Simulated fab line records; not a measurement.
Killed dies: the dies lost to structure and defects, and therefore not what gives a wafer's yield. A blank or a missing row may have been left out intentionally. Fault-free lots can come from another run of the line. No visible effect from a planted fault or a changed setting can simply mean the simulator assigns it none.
Matching of chambers / flow gf180mcu / 3 sister chambers for GF_PASSIVATION_CVD_00 on pecvd-01
The step deposits SiO2 from TEOS, target thk 1000 nm, time 111.95 s. 6 wafers are shown with their chamber, then 8 later ones without.

## EACH WAFER AND ITS CHAMBER
wafer=L534.5; chamber=2; heaterPowerW (W)=715
wafer=L541.2; chamber=2; heaterPowerW (W)=691
wafer=L541.5; chamber=1; heaterPowerW (W)=410
wafer=L542.4; chamber=0; heaterPowerW (W)=733
wafer=L542.6; chamber=1; heaterPowerW (W)=407
wafer=L547.1; chamber=0; heaterPowerW (W)=766

## WAFERS MISSING THEIR CHAMBER
wafer=L547.2; heaterPowerW (W)=688
wafer=L547.3; heaterPowerW (W)=497
wafer=L550.1; heaterPowerW (W)=761
wafer=L550.3; heaterPowerW (W)=688
wafer=L550.4; heaterPowerW (W)=405
wafer=L553.3; heaterPowerW (W)=691
wafer=L553.4; heaterPowerW (W)=488
wafer=L553.6; heaterPowerW (W)=681

## THE CHAMBER EACH PASSED THROUGH
wafer=L547.2; from the rows above=2; in truth=2
wafer=L547.3; from the rows above=1; in truth=1
wafer=L550.1; from the rows above=0; in truth=0
wafer=L550.3; from the rows above=2; in truth=2
wafer=L550.4; from the rows above=1; in truth=1
wafer=L553.3; from the rows above=2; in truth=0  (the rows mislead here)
wafer=L553.4; from the rows above=1; in truth=1
wafer=L553.6; from the rows above=2; in truth=2
Correct placement for 7 of the 8. Left unplaced by these rows: 0. Number placed wrongly: 1.
How it was worked out, from the rows above alone: a wafer's distance from a chamber is the root of the sum, over the readings, of the square of ((its reading less the chamber's mean) divided by the reading's scatter). If the next closest chamber is less than 2 further off than the closest, the wafer can't be placed; otherwise it belongs to the closest. Each chamber's mean is taken over the wafers shown for it. The scatter: take each reading less its chamber's mean, square it, sum over the shown wafers, divide by the number of wafers less the number of chambers, and take the root.
